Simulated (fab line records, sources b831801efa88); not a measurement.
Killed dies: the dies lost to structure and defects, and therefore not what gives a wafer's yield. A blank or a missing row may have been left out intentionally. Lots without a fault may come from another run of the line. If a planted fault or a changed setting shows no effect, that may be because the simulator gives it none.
Split-lot experiment / flow sfqLine / 23 wafers read across 5 lots, on a route 325 steps long

== ABOUT THE SPLIT ==
At SFQ_TRILAYER_M2_BARC_OPEN_METAL_ETCH_077 (etches BARC in O2, target depth 125 nm, time 41.7 s), the setting icpW was moved away from the recipe's 600 W on 9 of the 23 wafers read, by -10.0% to +8.8%. This setting was run at the recipe's value on the other wafers.

The split's own step is where the reading is taken.

== THE READING ==
KrF_of_TRILAYER_M2_LITHO_COAT_057.thkNm (the simulator's own value, which no gauge read), in nm, at SFQ_TRILAYER_M2_BARC_OPEN_METAL_ETCH_077 (etches BARC in O2, target depth 125 nm, time 41.7 s). There is no usual value for it anywhere in the file. The 14 wafers here that ran the recipe average 522.8 nm, standard deviation 1.2 nm.

wafer=L074.1; tool, chamber at the split=rieMetal-03, 1; icpW as run, W=652.7; against the recipe=+8.8%; KrF_of_TRILAYER_M2_LITHO_COAT_057.thkNm, nm=518.4; against lot-mates on the recipe=-5.7
wafer=L074.3; tool, chamber at the split=rieMetal-03, 0; icpW as run, W=652.7; against the recipe=+8.8%; KrF_of_TRILAYER_M2_LITHO_COAT_057.thkNm, nm=516.7; against lot-mates on the recipe=-7.4
wafer=L074.4; tool, chamber at the split=rieMetal-03, 1; icpW as run, W=652.7; against the recipe=+8.8%; KrF_of_TRILAYER_M2_LITHO_COAT_057.thkNm, nm=519; against lot-mates on the recipe=-5.1
wafer=L074.5; tool, chamber at the split=rieMetal-03, 1; icpW as run, W=600; against the recipe=recipe; KrF_of_TRILAYER_M2_LITHO_COAT_057.thkNm, nm=525.2; against lot-mates on the recipe=-
wafer=L074.6; tool, chamber at the split=rieMetal-03, 0; icpW as run, W=600; against the recipe=recipe; KrF_of_TRILAYER_M2_LITHO_COAT_057.thkNm, nm=523; against lot-mates on the recipe=-
wafer=L079.2; tool, chamber at the split=rieMetal-02, 0; icpW as run, W=635.7; against the recipe=+6.0%; KrF_of_TRILAYER_M2_LITHO_COAT_057.thkNm, nm=521.5; against lot-mates on the recipe=-2.5
wafer=L079.3; tool, chamber at the split=rieMetal-02, 0; icpW as run, W=635.7; against the recipe=+6.0%; KrF_of_TRILAYER_M2_LITHO_COAT_057.thkNm, nm=521.6; against lot-mates on the recipe=-2.4
wafer=L079.4; tool, chamber at the split=rieMetal-02, 1; icpW as run, W=600; against the recipe=recipe; KrF_of_TRILAYER_M2_LITHO_COAT_057.thkNm, nm=523.7; against lot-mates on the recipe=-
wafer=L079.5; tool, chamber at the split=rieMetal-02, 0; icpW as run, W=635.7; against the recipe=+6.0%; KrF_of_TRILAYER_M2_LITHO_COAT_057.thkNm, nm=522.3; against lot-mates on the recipe=-1.7
wafer=L079.6; tool, chamber at the split=rieMetal-02, 1; icpW as run, W=600; against the recipe=recipe; KrF_of_TRILAYER_M2_LITHO_COAT_057.thkNm, nm=524.3; against lot-mates on the recipe=-
wafer=L081.2; tool, chamber at the split=rieMetal-02, 1; icpW as run, W=600; against the recipe=recipe; KrF_of_TRILAYER_M2_LITHO_COAT_057.thkNm, nm=523.1; against lot-mates on the recipe=-
wafer=L081.3; tool, chamber at the split=rieMetal-02, 1; icpW as run, W=600; against the recipe=recipe; KrF_of_TRILAYER_M2_LITHO_COAT_057.thkNm, nm=522.7; against lot-mates on the recipe=-
wafer=L081.4; tool, chamber at the split=rieMetal-02, 0; icpW as run, W=600; against the recipe=recipe; KrF_of_TRILAYER_M2_LITHO_COAT_057.thkNm, nm=522.9; against lot-mates on the recipe=-
wafer=L082.2; tool, chamber at the split=rieMetal-02, 1; icpW as run, W=600; against the recipe=recipe; KrF_of_TRILAYER_M2_LITHO_COAT_057.thkNm, nm=523.1; against lot-mates on the recipe=-
wafer=L082.3; tool, chamber at the split=rieMetal-02, 0; icpW as run, W=600; against the recipe=recipe; KrF_of_TRILAYER_M2_LITHO_COAT_057.thkNm, nm=522.2; against lot-mates on the recipe=-
wafer=L082.4; tool, chamber at the split=rieMetal-02, 1; icpW as run, W=600; against the recipe=recipe; KrF_of_TRILAYER_M2_LITHO_COAT_057.thkNm, nm=522.2; against lot-mates on the recipe=-
wafer=L082.5; tool, chamber at the split=rieMetal-02, 1; icpW as run, W=600; against the recipe=recipe; KrF_of_TRILAYER_M2_LITHO_COAT_057.thkNm, nm=522.4; against lot-mates on the recipe=-
wafer=L082.6; tool, chamber at the split=rieMetal-02, 0; icpW as run, W=600; against the recipe=recipe; KrF_of_TRILAYER_M2_LITHO_COAT_057.thkNm, nm=521.6; against lot-mates on the recipe=-
wafer=L083.1; tool, chamber at the split=rieMetal-04, 0; icpW as run, W=600; against the recipe=recipe; KrF_of_TRILAYER_M2_LITHO_COAT_057.thkNm, nm=522.8; against lot-mates on the recipe=-
wafer=L083.2; tool, chamber at the split=rieMetal-04, 1; icpW as run, W=600; against the recipe=recipe; KrF_of_TRILAYER_M2_LITHO_COAT_057.thkNm, nm=520; against lot-mates on the recipe=-
wafer=L083.3; tool, chamber at the split=rieMetal-04, 1; icpW as run, W=540.1; against the recipe=-10.0%; KrF_of_TRILAYER_M2_LITHO_COAT_057.thkNm, nm=526; against lot-mates on the recipe=+4.6
wafer=L083.4; tool, chamber at the split=rieMetal-04, 0; icpW as run, W=540.1; against the recipe=-10.0%; KrF_of_TRILAYER_M2_LITHO_COAT_057.thkNm, nm=525.1; against lot-mates on the recipe=+3.7
wafer=L083.6; tool, chamber at the split=rieMetal-04, 0; icpW as run, W=540.1; against the recipe=-10.0%; KrF_of_TRILAYER_M2_LITHO_COAT_057.thkNm, nm=525.8; against lot-mates on the recipe=+4.4

FIT RESULTS
A straight line over all 23 wafers: KrF_of_TRILAYER_M2_LITHO_COAT_057.thkNm changes by -0.355 nm for each +1% of icpW; r = -0.83; the points scatter about the line by 1.3 nm.
The same after taking each lot's own level away (the mean of its wafers on the recipe; 23 wafers): -0.507 nm for each +1%; r = -0.94; scatter 1 nm.
The reading moves by 5.1 nm for the largest change in icpW, on that fit.
From 521.40 to 524.10 nm: that is the span of the lots' own levels, equal to 2.3 times the standard deviation above.
So the lot-to-lot level changes the slope: the two fits differ.
Check: for one of the wafers moved furthest among these (-10.0%), held out of the fit, the line's prediction against its lot-mates is +4.92 nm. It came out at +4.6 nm against them.
Tool readings at the split's step, against how far the setting was moved: oesProductAu r = +0.03.

== THESE WAFERS: OTHER SPLITS ==
Note: prior to the reading, these wafers also went through further splits. Each is held against what the fit with the lots' levels taken away leaves over:
other split on the same wafers=SFQ_TRILAYER_INCOMING_OXIDATION_002 oxTimeS; wafers away from the commonest value=15; r with KrF_of_TRILAYER_M2_LITHO_COAT_057.thkNm (lot level and that fit taken away)=+0.13
other split on the same wafers=SFQ_TRILAYER_L0_LITHO_PEB_008 pebTimeS; wafers away from the commonest value=5; r with KrF_of_TRILAYER_M2_LITHO_COAT_057.thkNm (lot level and that fit taken away)=+0.09
other split on the same wafers=SFQ_TRILAYER_L0_BARC_OPEN_METAL_ETCH_010 icpW; wafers away from the commonest value=8; r with KrF_of_TRILAYER_M2_LITHO_COAT_057.thkNm (lot level and that fit taken away)=-0.16
other split on the same wafers=SFQ_TRILAYER_L0_VIA_LITHO_COAT_018 resistThkNm; wafers away from the commonest value=8; r with KrF_of_TRILAYER_M2_LITHO_COAT_057.thkNm (lot level and that fit taken away)=+0.15
other split on the same wafers=SFQ_TRILAYER_M0_LITHO_EXPOSE_022 doseMj; wafers away from the commonest value=7; r with KrF_of_TRILAYER_M2_LITHO_COAT_057.thkNm (lot level and that fit taken away)=-0.08
other split on the same wafers=SFQ_TRILAYER_I0_VIA_LITHO_COAT_036 spinRpm; wafers away from the commonest value=7; r with KrF_of_TRILAYER_M2_LITHO_COAT_057.thkNm (lot level and that fit taken away)=-0.31
other split on the same wafers=SFQ_TRILAYER_M1_DEP_SPUTTER_037 timeS; wafers away from the commonest value=8; r with KrF_of_TRILAYER_M2_LITHO_COAT_057.thkNm (lot level and that fit taken away)=+0.28
other split on the same wafers=SFQ_TRILAYER_M1_LITHO_EXPOSE_040 doseMj; wafers away from the commonest value=2; r with KrF_of_TRILAYER_M2_LITHO_COAT_057.thkNm (lot level and that fit taken away)=-0.14
other split on the same wafers=SFQ_TRILAYER_I1_VIA_LITHO_COAT_054 spinRpm; wafers away from the commonest value=7; r with KrF_of_TRILAYER_M2_LITHO_COAT_057.thkNm (lot level and that fit taken away)=+0.01
other split on the same wafers=SFQ_TRILAYER_M2_LITHO_COAT_062 resistThkNm; wafers away from the commonest value=6; r with KrF_of_TRILAYER_M2_LITHO_COAT_057.thkNm (lot level and that fit taken away)=-0.22

== FILE'S OWN FIT ==
KrF_of_TRILAYER_M2_LITHO_COAT_057.thkNm changes by -0.51 nm for each +1% of icpW, r = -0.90.
